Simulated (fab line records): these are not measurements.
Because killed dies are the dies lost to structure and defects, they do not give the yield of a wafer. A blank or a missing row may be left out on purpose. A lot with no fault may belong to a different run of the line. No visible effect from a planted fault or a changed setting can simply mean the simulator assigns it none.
Problem report in the 8D (eight disciplines) form, filled by code / flow gf180mcu / the parts of the form that need people (team, actions taken, sign-off) are left out

1. WHAT IS WRONG
Across 3 wafers from 3 lots, HV_LDD_3_TW at GF_HV_LDD_TW_MEAS_38 averages 1390, while fault-free wafers read 1430 with a standard deviation of 8.6. Measured from the usual mean, that is -4.7 standard deviations.
First seen on wafer L839.1, day 12 22:10, on filmMetro-01. The record holds 38 wafers of 13 lots with a number at this step. By rule, "out" or "out of limits" means more than 4 standard deviations away from the usual mean. The other wafers with a number count as sound.

2. WHAT IT IS, WHAT IT ISN'T
question=which readings at this step | is=HV_LDD_3_TW | is not=-
question=which lots | is=L839, L840, L843 | is not=L835, L849, L850, L852, L853, L854, L855, L856, L857, L858
question=which wafers of those lots | is=L839.1, L840.1, L843.1 | is not=L839.3, L839.5, L840.3, L840.6, L843.3
question=read on which gauges | is=filmMetro-01, filmMetro-04 | is not=filmMetro-03
question=when | is=from day 12 22:10 | is not=up to then (5 sound wafers); but 30 sound wafers of L840, L843, L849, L850, L852, L853, L854, L855, L856, L857, L858 came after

3. THE SUSPECTS, EACH WITH WHAT RULES IT OUT
Counting: any tool at a process step up to the reading remains a suspect provided it ran every lot that is out. Sound lots after the first of them don't rule it out here, since some wafers of a struck lot are sound.
- the gauge at GF_HV_LDD_TW_MEAS_38 has been ruled out. 2 gauges (filmMetro-01, filmMetro-04) read the wafers that are out.
- implanter-04 at GF_HV_LDD_IMPLANT_36: kept. It ran every lot that is out, first L839 (day 12 21:55).
Remaining after the count: implanter-04 at GF_HV_LDD_IMPLANT_36.

4. THE CAUSE (what the simulator had put in)
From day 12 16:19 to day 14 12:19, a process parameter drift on implanter-04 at GF_HV_LDD_IMPLANT_36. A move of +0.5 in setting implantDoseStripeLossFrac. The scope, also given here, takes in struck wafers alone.
Only this tool survived the counting.

5. THE CHAIN OF EFFECTS, in route order
Rows list readings where the struck wafers' mean (over those with a number) sits beyond 3 standard deviations from the usual. Only readings for which the record gives a usual standard deviation are gone through. hours: the time from each lot's start at the first step in this table that gives one to its start at this step, as a median over the lots. sigmas: the change in usual standard deviations.
hours=0; step=GF_HV_LDD_TW_MEAS_38; reading=HV_LDD_3_TW; usual=1430; on struck wafers=1390; change=-40; sigmas=-4.7
hours=22; step=GF_HV_LDD_RS_MEAS_53; reading=HV_LDD_RS; usual=418.7 ohm/sq; on struck wafers=425.5; change=+6.8; sigmas=+7.0
Later steps that measure or inspect, where all struck wafers having a row at the step show a number for every such reading and not one has moved that far: GF_SAB_CD_MEAS_09, GF_SAB_OVL_MEAS_10.

6. WHAT WOULD HAVE CAUGHT IT SOONER
Counted from the fault's start at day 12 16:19, it took 6 hours until the first out-of-limits reading at a measuring or inspecting step in this record, taken at day 12 22:10.
Tool readings at GF_HV_LDD_IMPLANT_36 with a usual standard deviation given in the record: none out on any struck wafer, hence no alarm at a limit of 4 standard deviations on them.
Of the lots that are out (3), L840, L843 began GF_HV_LDD_IMPLANT_36 on implanter-04 after day 12 22:10. A hold on the tool at that time would have spared those 2.
